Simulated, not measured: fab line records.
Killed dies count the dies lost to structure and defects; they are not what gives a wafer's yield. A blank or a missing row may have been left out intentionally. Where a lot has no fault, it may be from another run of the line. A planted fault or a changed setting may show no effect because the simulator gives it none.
fab line records	flow sky130
record: lots: 10	wafers: 30	last_day: 50
route steps=708 shown CONTACT@407 METAL1@436
lots with no fault: from the same line, run without faults
start_h: hours from the record's first day to the start of the lot's first wafer shown	wait_h: hours elapsed since this lot's preceding step	" identical to the entry in the row above	L1.1+2: a single row standing in for several wafers	- either no value or no given start	* or withheld: withheld	< > ~ a bound
route shown NAME@n: NAME is a module with steps in the file, n the number in the route of the first one	usual: average and standard deviation across the fault-free wafers	same: alike in all rows	chamber/n: place in a boat	sites: readings site by site	_std_site: their standard deviation	_edge_site: mean of outer sites minus mean of inner sites	radius_mm: how far each site lies from the wafer's centre	mask NAME#n: copy n	behind: tool/chamber where the wafer was last shaped	hold: why the lot was held/for how many hours/how that ended	device: names the non-switching transistor (n, p or np)	end of line: the same wafers' tests at the end of the route	a step without rows: its recipe alone	killed: dies that structure and defects cost at the first sort, which is not the same as the wafer's yield	map: a wafer's dies, x killed, . not, _ none there
set.NAME: the run value of the setting; set.NAME@STEP: its run value at that earlier step	model.NAME: the simulator's own value behind a step, which no gauge read
one table for each step of the route and one row for each wafer, over a sample of lots
services: when a tool's chamber went out of use (start_h, in hours from the record's first day, below 0 if earlier), for how many hours, and the reason
== steps ==
step: SKY_CONTACT_THK_MEAS_01
recipe: reads: Si3N4_of_CONTACT_CVD_00
usual: CONTACT_CVD_00_THK: 75.5/1
lot.wafer	tool	chamber	start_h	wait_h	CONTACT_CVD_00_THK[nm]
L386.3	film_metro-03	-	719.73	-	74.6
L386.4	"	-	"	"	76.0
L386.5	"	-	"	"	74.5
L389.1	film_metro-02	-	744.76	-	74.9
L389.3	"	-	"	"	74.6
L389.4	"	-	"	"	76.8
L390.2	film_metro-03	-	750.82	-	74.8
L390.4	"	-	"	"	76.5
L390.6	"	-	"	"	76.3
L391.4	film_metro-03	-	756.09	-	76.2
L391.5	"	-	"	"	76.8
L391.6	"	-	"	"	76.3
L392.2	film_metro-02	-	764.07	-	75.6
L392.3	"	-	"	"	75.7
L392.6	"	-	"	"	77.6
L401.1	film_metro-02	-	833.56	-	75.4
L401.2	"	-	"	"	75.2
L401.4	"	-	"	"	76.1
L402.2	film_metro-02	-	842.04	-	75.8
L402.4	"	-	"	"	76.1
L402.5	"	-	"	"	77.0
L404.1	film_metro-04	-	852.45	-	74.1
L404.5	"	-	"	"	74.5
L404.6	"	-	"	"	75.4
L405.1	film_metro-04	-	865.95	-	75.0
L405.2	"	-	"	"	75.4
L405.6	"	-	"	"	76.1
L406.2	film_metro-04	-	870.84	-	73.8
L406.3	"	-	"	"	74.4
L406.5	"	-	"	"	75.8
step: SKY_CONTACT_THK_MEAS_03
recipe: reads: SiO2_of_CONTACT_HDPCVD_02
usual: CONTACT_HDPCVD_THK: 568/6
lot.wafer	tool	chamber	start_h	wait_h	CONTACT_HDPCVD_THK[nm]
L386.3	film_metro-02	-	719.86	0.1	560
L386.4	"	-	"	"	571
L386.5	"	-	"	"	563
L389.1	film_metro-02	-	744.89	0.0	559
L389.3	"	-	"	"	562
L389.4	"	-	"	"	564
L390.2	film_metro-02	-	750.95	0.0	563
L390.4	"	-	"	"	565
L390.6	"	-	"	"	568
L391.4	film_metro-04	-	756.22	0.0	567
L391.5	"	-	"	"	570
L391.6	"	-	"	"	566
L392.2	film_metro-04	-	764.20	0.0	565
L392.3	"	-	"	"	563
L392.6	"	-	"	"	566
L401.1	film_metro-04	-	833.69	0.0	566
L401.2	"	-	"	"	569
L401.4	"	-	"	"	564
L402.2	film_metro-04	-	842.17	0.0	568
L402.4	"	-	"	"	566
L402.5	"	-	"	"	568
L404.1	film_metro-02	-	852.58	0.0	569
L404.5	"	-	"	"	575
L404.6	"	-	"	"	568
L405.1	film_metro-02	-	866.08	0.0	568
L405.2	"	-	"	"	576
L405.6	"	-	"	"	572
L406.2	film_metro-02	-	870.97	0.0	564
L406.3	"	-	"	"	568
L406.5	"	-	"	"	565
step: SKY_CONTACT_CD_MEAS_14
recipe: target_cd_nm: 170
usual: cd_nm: 170.1/1.6
lot.wafer	tool	chamber	start_h	wait_h	cd_nm
L386.3	cd_sem-02	-	748.59	-	172.1
L386.4	"	-	"	"	170.4
L386.5	"	-	"	"	171.3
L389.1	cd_sem-02	-	772.31	-	170.4
L389.3	"	-	"	"	169.6
L389.4	"	-	"	"	170.7
L390.2	cd_sem-01	-	778.77	-	170.0
L390.4	"	-	"	"	171.6
L390.6	"	-	"	"	168.9
L391.4	cd_sem-01	-	783.46	-	167.6
L391.5	"	-	"	"	168.4
L391.6	"	-	"	"	168.4
L392.2	cd_sem-02	-	791.93	-	167.7
L392.3	"	-	"	"	167.1
L392.6	"	-	"	"	166.3
L401.1	cd_sem-02	-	859.65	-	170.7
L401.2	"	-	"	"	170.8
L401.4	"	-	"	"	170.3
L402.2	cd_sem-02	-	868.72	-	170.2
L402.4	"	-	"	"	169.6
L402.5	"	-	"	"	170.0
L404.1	cd_sem-01	-	878.45	-	168.1
L404.5	"	-	"	"	170.9
L404.6	"	-	"	"	169.3
L405.1	cd_sem-01	-	892.30	-	170.3
L405.2	"	-	"	"	171.7
L405.6	"	-	"	"	170.7
L406.2	cd_sem-02	-	897.07	-	169.1
L406.3	"	-	"	"	169.2
L406.5	"	-	"	"	170.0
step: SKY_METAL1_SPUTTER_02
recipe: material: AlCu	target_thk_nm: 250	power_w: 10600	time_s: 13.3	chamber_pressure_pa: 0.4
usual: cathode_dc_power_W: 10600/1.8	throttle_valve_pct: 30.5/1.1
lot.wafer	tool	chamber	start_h	wait_h	cathode_dc_power_W	throttle_valve_pct
L386.3	pvd_sputter-03	-	750.13	0.0	10601	32.2
L386.4	"	-	"	"	10601	31.6
L386.5	"	-	"	"	10601	31.6
L389.1	pvd_sputter-03	-	773.90	0.0	10598	31.8
L389.3	"	-	"	"	10601	29.4
L389.4	"	-	"	"	10597	28.7
L390.2	pvd_sputter-03	-	780.36	0.0	10602	32.1
L390.4	"	-	"	"	10597	32.2
L390.6	"	-	"	"	10602	30.1
L391.4	pvd_sputter-03	-	785.01	0.0	10602	31.7
L391.5	"	-	"	"	10600	31.8
L391.6	"	-	"	"	10601	32.2
L392.2	pvd_sputter-01	-	793.50	0.0	10598	28.8
L392.3	"	-	"	"	10598	29.8
L392.6	"	-	"	"	10600	28.9
L401.1	pvd_sputter-02	-	861.23	0.0	10600	30.3
L401.2	"	-	"	"	10601	30.3
L401.4	"	-	"	"	10600	30.3
L402.2	pvd_sputter-03	-	870.32	0.0	10598	32.2
L402.4	"	-	"	"	10600	31.9
L402.5	"	-	"	"	10602	29.0
L404.1	pvd_sputter-01	-	880.04	0.0	10602	29.7
L404.5	"	-	"	"	10600	29.2
L404.6	"	-	"	"	10601	31.3
L405.1	pvd_sputter-03	-	893.88	0.0	10602	32.0
L405.2	"	-	"	"	10600	31.7
L405.6	"	-	"	"	10603	29.9
L406.2	pvd_sputter-03	-	898.68	0.0	10602	32.0
L406.3	"	-	"	"	10601	29.1
L406.5	"	-	"	"	10600	30.0
step: SKY_METAL1_RS_MEAS_05
recipe: thk_meas_gauge: four-point-probe	reads: TiN_of_METAL1_SPUTTER_04+Ti_of_METAL1_SPUTTER_03+AlCu_of_METAL1_SPUTTER_02+TiN_of_METAL1_SPUTTER_01+Ti_of_METAL1_SPUTTER_00
usual: METAL1_ALCU_RS: 0.1271/0.0013
lot.wafer	tool	chamber	start_h	wait_h	METAL1_ALCU_RS[ohm/sq]
L386.3	film_metro-01	-	750.26	0.1	0.1262
L386.4	"	-	"	"	0.1264
L386.5	"	-	"	"	0.1247
L389.1	film_metro-02	-	773.99	0.0	0.1278
L389.3	"	-	"	"	0.0957
L389.4	"	-	"	"	0.0953
L390.2	film_metro-04	-	780.47	0.0	0.0955
L390.4	"	-	"	"	0.0961
L390.6	"	-	"	"	0.1278
L391.4	film_metro-02	-	785.16	0.1	0.0965
L391.5	"	-	"	"	0.1291
L391.6	"	-	"	"	0.1286
L392.2	film_metro-04	-	793.61	0.0	0.1291
L392.3	"	-	"	"	0.1291
L392.6	"	-	"	"	0.1293
L401.1	film_metro-04	-	861.32	0.0	0.1257
L401.2	"	-	"	"	0.1247
L401.4	"	-	"	"	0.1268
L402.2	film_metro-01	-	870.43	0.0	0.1281
L402.4	"	-	"	"	0.1270
L402.5	"	-	"	"	0.1275
L404.1	film_metro-02	-	880.13	0.0	0.1280
L404.5	"	-	"	"	0.1271
L404.6	"	-	"	"	0.1274
L405.1	film_metro-01	-	893.97	0.0	0.1287
L405.2	"	-	"	"	0.1289
L405.6	"	-	"	"	0.1284
L406.2	film_metro-02	-	898.79	0.0	0.1276
L406.3	"	-	"	"	0.1270
L406.5	"	-	"	"	0.1262
step: SKY_METAL1_THK_MEAS_06
recipe: thk_meas_gauge: xrf	reads: AlCu_of_METAL1_SPUTTER_02
usual: METAL1_ALCU_THK: 251.4/2.7
lot.wafer	tool	chamber	start_h	wait_h	METAL1_ALCU_THK[nm]
L386.3	film_metro-01	-	750.36	0.1	255.2
L386.4	"	-	"	"	255.9
L386.5	"	-	"	"	258.8
L389.1	film_metro-02	-	774.11	0.1	250.0
L389.3	"	-	"	"	331.3
L389.4	"	-	"	"	329.9
L390.2	film_metro-04	-	780.58	0.1	331.1
L390.4	"	-	"	"	329.6
L390.6	"	-	"	"	249.3
L391.4	film_metro-02	-	785.25	0.1	327.5
L391.5	"	-	"	"	247.4
L391.6	"	-	"	"	249.4
L392.2	film_metro-04	-	793.72	0.1	247.2
L392.3	"	-	"	"	247.3
L392.6	"	-	"	"	247.3
L401.1	film_metro-04	-	861.44	0.1	253.4
L401.2	"	-	"	"	255.8
L401.4	"	-	"	"	252.4
L402.2	film_metro-01	-	870.54	0.1	248.9
L402.4	"	-	"	"	250.3
L402.5	"	-	"	"	250.6
L404.1	film_metro-02	-	880.25	0.1	249.5
L404.5	"	-	"	"	250.5
L404.6	"	-	"	"	248.7
L405.1	film_metro-01	-	894.09	0.1	250.3
L405.2	"	-	"	"	249.5
L405.6	"	-	"	"	249.3
L406.2	film_metro-02	-	898.90	0.1	251.0
L406.3	"	-	"	"	252.4
L406.5	"	-	"	"	251.6
step: SKY_METAL1_METAL_ETCH_19
recipe: target_depth_a: 3600	stop_on: SiO2	over_etch_frac: 0.3	time_s: 78	chemistry: Cl2/BCl3	resist_sidewall_deg: 88	pressure_mtorr: 10	icp_w: 900	bias_w: 48.5	Cl2_flow_sccm: 60	bcl3_flow_sccm: 30
usual: drypump_motor_current_A: 5.7/0.5	oes_product_au: 0.854/0.0064	throttle_valve_pct: 22.264/0.009
lot.wafer	tool	chamber	start_h	wait_h	drypump_motor_current_A	oes_product_au	rf_hours_counter_h	throttle_valve_pct
L386.3	rie_metal-03	1	777.97	0.1	5.5	0.863	-	22.246
L386.4	"	1	"	"	5.5	0.860	-	22.266
L386.5	"	1	"	"	5.5	0.864	-	22.274
L389.1	rie_metal-03	0	801.20	0.0	4.9	0.856	9	22.251
L389.3	"	0	"	"	4.9	0.913	-	22.252
L389.4	"	1	"	"	5.5	0.911	-	22.275
L390.2	rie_metal-04	0	807.56	0.0	6.4	0.912	10	22.275
L390.4	"	0	"	"	6.4	0.918	-	22.276
L390.6	"	1	"	"	5.5	0.854	-	22.267
L391.4	rie_metal-02	1	812.03	0.1	6.3	0.904	-	22.256
L391.5	"	0	"	"	5.8	0.850	-	22.275
L391.6	"	1	"	"	6.2	0.850	-	22.276
L392.2	rie_metal-03	0	820.61	0.0	4.9	0.847	9	22.262
L392.3	"	1	"	"	5.5	0.845	-	22.244
L392.6	"	1	"	"	5.5	0.853	-	22.259
L401.1	rie_metal-04	1	888.42	0.0	5.5	0.855	1	22.250
L401.2	"	0	"	"	6.4	0.858	14	22.276
L401.4	"	0	"	"	6.4	0.858	-	22.259
L402.2	rie_metal-04	0	896.95	0.0	6.4	0.849	15	22.260
L402.4	"	0	"	"	6.4	0.861	-	22.259
L402.5	"	0	"	"	6.4	0.858	-	22.256
L404.1	rie_metal-02	0	905.61	0.1	5.8	0.845	14	22.266
L404.5	"	0	"	"	5.7	0.857	-	22.263
L404.6	"	0	"	"	5.8	0.849	-	22.278
L405.1	rie_metal-03	1	919.05	0.0	5.5	0.860	2	22.247
L405.2	"	0	"	"	4.9	0.842	14	22.270
L405.6	"	1	"	"	5.5	0.849	-	22.263
L406.2	rie_metal-04	1	924.22	0.0	5.5	0.845	2	22.264
L406.3	"	1	"	"	5.5	0.848	-	22.265
L406.5	"	0	"	"	6.4	0.858	-	22.254
== services ==
tool	chamber	start_h	hours	kind
rie_metal-03	-	734.83	0.5	repair
pvd_sputter-03	0	760.88	-	consumable_replace:kit
pvd_sputter-03	0	760.88	18.0	scheduled_down
pvd_sputter-03	0	760.88	18.0	vent_cycle
rie_metal-04	-	768.56	14.6	pm
rie_metal-03	0	774.59	4.2	repair
pvd_sputter-01	-	804.35	1.4	repair
pvd_sputter-01	-	822.77	1.2	repair
pvd_sputter-01	3	832.59	-	consumable_replace:kit
rie_metal-04	-	836.74	0.5	repair
rie_metal-03	1	837.73	7.1	repair
rie_metal-04	1	837.76	-	clean
rie_metal-04	1	837.76	22.3	scheduled_down
rie_metal-04	1	837.76	22.3	vent_cycle
rie_metal-03	1	844.84	-	clean
rie_metal-03	1	844.84	16.2	scheduled_down
rie_metal-03	1	844.84	16.2	vent_cycle
rie_metal-02	1	857.43	2.4	repair
rie_metal-02	0	862.28	19.8	repair
pvd_sputter-02	-	871.06	7.5	repair
rie_metal-02	1	901.18	13.8	repair
pvd_sputter-03	3	910.32	-	consumable_replace:kit
pvd_sputter-03	3	910.32	18.0	scheduled_down
pvd_sputter-03	3	910.32	18.0	vent_cycle
== key ==
first_sign: step: SKY_METAL1_RS_MEAS_05	reading: METAL1_ALCU_RS	direction: down	sigmas: 24	usual: 0.1271	struck: 0.0958
effect: step: SKY_METAL1_THK_MEAS_06	reading: METAL1_ALCU_THK	direction: up	sigmas: 29	usual: 251.4	struck: 329.9
effect: step: SKY_METAL1_METAL_ETCH_19	reading: oes_product_au	direction: up	sigmas: 9	usual: 0.854	struck: 0.912
met_at SKY_METAL1_SPUTTER_02
struck_lots L389,L390,L391
struck_wafers L389.3,L389.4,L390.2,L390.4,L391.4
not_acting_at SKY_CONTACT_THK_MEAS_01,SKY_CONTACT_THK_MEAS_03,SKY_CONTACT_CD_MEAS_14
onset_between 750.13 773.90
fault: kind: process_parameter_drift	tool: pvd_sputter-03	chamber: -	onset_h: 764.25	steps: SKY_METAL1_SPUTTER_02	channel: target_thk_nm	offset: 82.292	shape: step	end_h: 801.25	scope: struck_wafers_only	acts_in: these_recipes_only	stated: 250
